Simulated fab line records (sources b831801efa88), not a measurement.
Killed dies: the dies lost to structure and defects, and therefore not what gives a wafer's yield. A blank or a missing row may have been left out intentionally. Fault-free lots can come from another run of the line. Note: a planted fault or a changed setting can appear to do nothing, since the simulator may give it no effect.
Which tool did it? + flow gf180mcu + 13 lots, 39 wafers sampled, at 1 step of a route of 602

== WHAT THE GAUGES SHOWED, per wafer ==
GF_STI_THK_MEAS_04.
| lot  | measured    | on            | STI_CVD_03_THK (nm) |
|------|-------------|---------------|---------------------|
| L169 | day 1 13:59 | film_metro-04 | 206.0 207.0 204.3   |
| L172 | day 2 04:34 | film_metro-04 | 205.7 205.1 206.7   |
| L174 | day 2 14:34 | film_metro-04 | 206.8 209.1 208.8   |
| L176 | day 3 05:10 | film_metro-04 | 205.7 207.7 206.4   |
| L177 | day 3 09:23 | film_metro-02 | 204.6 205.2 205.5   |
| L178 | day 3 13:37 | film_metro-02 | 205.3 206.0 205.7   |
| L183 | day 4 11:35 | film_metro-04 | 205.7 205.4 206.2   |
| L184 | day 4 16:35 | film_metro-01 | 209.0 206.7 208.5   |
| L185 | day 4 21:59 | film_metro-01 | 207.9 208.6 208.0   |
| L189 | day 5 17:34 | film_metro-04 | 204.8 203.4 205.1   |
| L190 | day 5 22:34 | film_metro-02 | 203.8 203.7 204.1   |
| L191 | day 6 03:34 | film_metro-04 | 204.5 204.5 203.5   |
| L192 | day 6 11:59 | film_metro-01 | 201.8 201.3 203.1   |

== WHICH TOOL RAN EACH LOT (tool, then ch and the chambers of the sampled wafers, then the start) ==
The record holds no process step before these readings.

== AS READ BY THE TOOLS THEMSELVES (means over the sampled wafers that have a number; for cases with no such wafer, the mark the record gives instead) ==
The record holds no such reading with a usual standard deviation.

== THE ANSWER, worked out from the rows above alone ==
Rule: usual is defined by the lots themselves. The widest of any qualifying gaps counts: lots, ordered by their means at a reading, are off when they make up no more than a third of the lots, leave a main group of 4 or more, and stand apart from it by 3 or more times the standard deviation of that group's means. If all means in a main group match to the digits the tables above print for the reading, that group is not used. Also off: a lot with no number at a reading for which 4 or more lots have one. The other lots that the step has rows for count as sound. First the gauges in route order, then the tools' own readings, where a lot's mean is used as printed above. At the first step where some lot is off, the reading lying furthest off is the one used; lots without a number count as furthest.
None of the lots is off at any reading shown; this tells nothing.

== WHAT THE SIMULATOR HAD PUT IN ==
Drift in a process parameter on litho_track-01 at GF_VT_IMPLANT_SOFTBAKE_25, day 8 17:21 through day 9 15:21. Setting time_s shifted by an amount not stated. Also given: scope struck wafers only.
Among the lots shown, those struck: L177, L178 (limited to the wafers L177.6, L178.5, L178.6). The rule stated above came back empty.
